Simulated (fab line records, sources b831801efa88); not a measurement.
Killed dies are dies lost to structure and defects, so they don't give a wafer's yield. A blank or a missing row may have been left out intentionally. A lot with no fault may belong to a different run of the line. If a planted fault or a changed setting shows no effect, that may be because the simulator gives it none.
Lot-split experiment / flow sky130 / on a route of 708 steps: 5 lots, 23 wafers read

SPLIT DETAILS
At SKY_LI_CONTACT_SPUTTER_19 (material Ti, target thk 20 nm, time 106.37 s), the setting chamber pressure pa was moved away from the recipe's 5 Pa on 20 of the 23 wafers read, by -7.3% to +14.3%. The other wafers ran this setting at the recipe's value.

The reading comes from the split's own step.

THE READING
Ti_of_LI_CONTACT_SPUTTER_19.thk nm (the simulator's own value, which no gauge read), in nm, at SKY_LI_CONTACT_SPUTTER_19 (material Ti, target thk 20 nm, time 106.37 s). The file gives no usual value for it. Average 20.08 nm, standard deviation 0.13 nm, over the 3 wafers here run with the recipe.

wafer=L079.1; tool, chamber at the split=pvd sputter-01, -; chamber pressure pa as run, Pa=5.407; against the recipe=+8.1%; Ti_of_LI_CONTACT_SPUTTER_19.thk nm, nm=18.81; against lot-mates on the recipe=no lot-mate on the recipe
wafer=L079.2; tool, chamber at the split=pvd sputter-01, -; chamber pressure pa as run, Pa=5.407; against the recipe=+8.1%; Ti_of_LI_CONTACT_SPUTTER_19.thk nm, nm=18.75; against lot-mates on the recipe=no lot-mate on the recipe
wafer=L079.3; tool, chamber at the split=pvd sputter-01, -; chamber pressure pa as run, Pa=5.407; against the recipe=+8.1%; Ti_of_LI_CONTACT_SPUTTER_19.thk nm, nm=18.59; against lot-mates on the recipe=no lot-mate on the recipe
wafer=L079.6; tool, chamber at the split=pvd sputter-01, -; chamber pressure pa as run, Pa=5.407; against the recipe=+8.1%; Ti_of_LI_CONTACT_SPUTTER_19.thk nm, nm=18.59; against lot-mates on the recipe=no lot-mate on the recipe
wafer=L079.4; tool, chamber at the split=pvd sputter-01, -; chamber pressure pa as run, Pa=5.407; against the recipe=+8.1%; Ti_of_LI_CONTACT_SPUTTER_19.thk nm, nm=18.7; against lot-mates on the recipe=no lot-mate on the recipe
wafer=L077.1; tool, chamber at the split=pvd sputter-03, -; chamber pressure pa as run, Pa=4.636; against the recipe=-7.3%; Ti_of_LI_CONTACT_SPUTTER_19.thk nm, nm=21.59; against lot-mates on the recipe=no lot-mate on the recipe
wafer=L077.2; tool, chamber at the split=pvd sputter-03, -; chamber pressure pa as run, Pa=4.636; against the recipe=-7.3%; Ti_of_LI_CONTACT_SPUTTER_19.thk nm, nm=21.88; against lot-mates on the recipe=no lot-mate on the recipe
wafer=L077.3; tool, chamber at the split=pvd sputter-03, -; chamber pressure pa as run, Pa=4.636; against the recipe=-7.3%; Ti_of_LI_CONTACT_SPUTTER_19.thk nm, nm=21.56; against lot-mates on the recipe=no lot-mate on the recipe
wafer=L077.5; tool, chamber at the split=pvd sputter-03, -; chamber pressure pa as run, Pa=4.636; against the recipe=-7.3%; Ti_of_LI_CONTACT_SPUTTER_19.thk nm, nm=21.54; against lot-mates on the recipe=no lot-mate on the recipe
wafer=L077.6; tool, chamber at the split=pvd sputter-03, -; chamber pressure pa as run, Pa=4.636; against the recipe=-7.3%; Ti_of_LI_CONTACT_SPUTTER_19.thk nm, nm=21.77; against lot-mates on the recipe=no lot-mate on the recipe
wafer=L080.1; tool, chamber at the split=pvd sputter-02, -; chamber pressure pa as run, Pa=4.793; against the recipe=-4.1%; Ti_of_LI_CONTACT_SPUTTER_19.thk nm, nm=20.72; against lot-mates on the recipe=no lot-mate on the recipe
wafer=L080.2; tool, chamber at the split=pvd sputter-02, -; chamber pressure pa as run, Pa=4.793; against the recipe=-4.1%; Ti_of_LI_CONTACT_SPUTTER_19.thk nm, nm=20.81; against lot-mates on the recipe=no lot-mate on the recipe
wafer=L080.4; tool, chamber at the split=pvd sputter-02, -; chamber pressure pa as run, Pa=4.793; against the recipe=-4.1%; Ti_of_LI_CONTACT_SPUTTER_19.thk nm, nm=20.81; against lot-mates on the recipe=no lot-mate on the recipe
wafer=L080.5; tool, chamber at the split=pvd sputter-02, -; chamber pressure pa as run, Pa=4.793; against the recipe=-4.1%; Ti_of_LI_CONTACT_SPUTTER_19.thk nm, nm=20.91; against lot-mates on the recipe=no lot-mate on the recipe
wafer=L080.6; tool, chamber at the split=pvd sputter-02, -; chamber pressure pa as run, Pa=4.793; against the recipe=-4.1%; Ti_of_LI_CONTACT_SPUTTER_19.thk nm, nm=20.8; against lot-mates on the recipe=no lot-mate on the recipe
wafer=L084.1; tool, chamber at the split=pvd sputter-01, -; chamber pressure pa as run, Pa=5.713; against the recipe=+14.3%; Ti_of_LI_CONTACT_SPUTTER_19.thk nm, nm=17.27; against lot-mates on the recipe=no lot-mate on the recipe
wafer=L084.3; tool, chamber at the split=pvd sputter-01, -; chamber pressure pa as run, Pa=5.713; against the recipe=+14.3%; Ti_of_LI_CONTACT_SPUTTER_19.thk nm, nm=17.49; against lot-mates on the recipe=no lot-mate on the recipe
wafer=L084.4; tool, chamber at the split=pvd sputter-01, -; chamber pressure pa as run, Pa=5.713; against the recipe=+14.3%; Ti_of_LI_CONTACT_SPUTTER_19.thk nm, nm=17.2; against lot-mates on the recipe=no lot-mate on the recipe
wafer=L084.5; tool, chamber at the split=pvd sputter-01, -; chamber pressure pa as run, Pa=5.713; against the recipe=+14.3%; Ti_of_LI_CONTACT_SPUTTER_19.thk nm, nm=17.24; against lot-mates on the recipe=no lot-mate on the recipe
wafer=L084.6; tool, chamber at the split=pvd sputter-01, -; chamber pressure pa as run, Pa=5.713; against the recipe=+14.3%; Ti_of_LI_CONTACT_SPUTTER_19.thk nm, nm=17.05; against lot-mates on the recipe=no lot-mate on the recipe
wafer=L085.3; tool, chamber at the split=pvd sputter-02, -; chamber pressure pa as run, Pa=5; against the recipe=recipe; Ti_of_LI_CONTACT_SPUTTER_19.thk nm, nm=20.25; against lot-mates on the recipe=-
wafer=L085.4; tool, chamber at the split=pvd sputter-02, -; chamber pressure pa as run, Pa=5; against the recipe=recipe; Ti_of_LI_CONTACT_SPUTTER_19.thk nm, nm=20.07; against lot-mates on the recipe=-
wafer=L085.5; tool, chamber at the split=pvd sputter-02, -; chamber pressure pa as run, Pa=5; against the recipe=recipe; Ti_of_LI_CONTACT_SPUTTER_19.thk nm, nm=19.93; against lot-mates on the recipe=-

FIT RESULTS
A straight line over all 23 wafers: Ti_of_LI_CONTACT_SPUTTER_19.thk nm changes by -0.197 nm for each +1% of chamber pressure pa; r = -1.00; the points scatter about the line by 0.17 nm.
Too few moved wafers with a lot-mate on the recipe to fit a line net of each lot's own level.

THE FILE'S OWN FIT
Ti_of_LI_CONTACT_SPUTTER_19.thk nm changes by -0.197 nm for each +1% of chamber pressure pa, r = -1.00.
